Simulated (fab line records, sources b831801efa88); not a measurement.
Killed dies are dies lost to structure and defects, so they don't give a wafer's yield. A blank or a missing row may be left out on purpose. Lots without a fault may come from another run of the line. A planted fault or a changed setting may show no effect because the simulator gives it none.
Problem report in the 8D (eight disciplines) form, filled by code | flow sky130 | the parts of the form that need people (team, actions taken, sign-off) are left out

1. THE PROBLEM
killed_at_contacts at SKY_PAD_OPEN_PROBE_99 reads a mean of 68 on 6 wafers of 2 lots; wafers without a fault read 24 with a standard deviation of 5.2. That is +8.5 standard deviations from the usual mean.
First seen on wafer L320.1, day 48 15:42, on prober-01. The record holds 6 wafers of 2 lots with a number at this step. Rule for "out", or "out of limits": more than 4 standard deviations from the usual mean. The other wafers with a number count as sound.

2. WHAT IT IS AND WHAT IT IS NOT
question                    | is                     | is not
which readings at this step | killed_at_contacts     | killed_at_M0_to_M3, killed_at_M4_up, killed_at_front_end, killed_at_other, killed_open, killed_short
which lots                  | L320, L321             | -
which wafers of those lots  | all that have a number | -
read on which tools         | prober-01, prober-02   | -
when                        | from day 48 15:42      | up to then (0 sound wafers)

3. SUSPECTS, AND WHAT RULES EACH OUT
Counting: a tool at a process step up to the reading stays a suspect if it ran every lot that is out and no sound lot after the first of them.
- plasma_asher-04 at SKY_LOCAL_INTERCONNECT_STRIP_15 (strips in O2/N2): kept. It ran every lot that is out, first L320 (day 34 08:20), and no sound lot after that.
- pvd_sputter-02 at SKY_METAL5_SPUTTER_04 (material TiN, target thk 70 nm, time 58.3 s): kept. It ran every lot that is out, first L320 (day 46 00:59), and no sound lot after that.
Left after counting: plasma_asher-04 at SKY_LOCAL_INTERCONNECT_STRIP_15, pvd_sputter-02 at SKY_METAL5_SPUTTER_04.

4. THE CAUSE (what the simulator had put in)
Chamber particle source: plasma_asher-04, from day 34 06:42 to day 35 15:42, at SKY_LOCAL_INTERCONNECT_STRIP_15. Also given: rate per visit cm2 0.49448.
Counting left 2 suspects, and this tool is among them.

5. THE CHAIN OF EFFECTS, in route order
Each row: a reading whose mean over the struck wafers that have a number lies more than 3 standard deviations from the usual. Only readings for which the record gives a usual standard deviation are gone through. hours: the time from each lot's start at the first step in this table that gives one to its start at this step, as a median over the lots. sigmas: the change in usual standard deviations.
hours | step                  | reading            | usual | on struck wafers | change | sigmas
0     | SKY_PAD_OPEN_PROBE_99 | killed_at_contacts | 24    | 68               | +44    | +8.5
0     | SKY_PAD_OPEN_PROBE_99 | killed_dies        | 87    | 130              | +43    | +4.5
The process steps in it:
- SKY_PAD_OPEN_PROBE_99

6. WHAT WOULD HAVE CAUGHT IT SOONER
In this record the first reading out of limits was taken at day 48 15:42, 345 hours after the fault began at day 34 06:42.
Of the tool readings at SKY_LOCAL_INTERCONNECT_STRIP_15 for which the record gives a usual standard deviation, none was out on any struck wafer, so an alarm limit of 4 standard deviations on them would not have fired.
All the lots that are out (2) had begun SKY_LOCAL_INTERCONNECT_STRIP_15 on plasma_asher-04 by day 48 15:42. A hold on the tool at that time would have spared none of them.
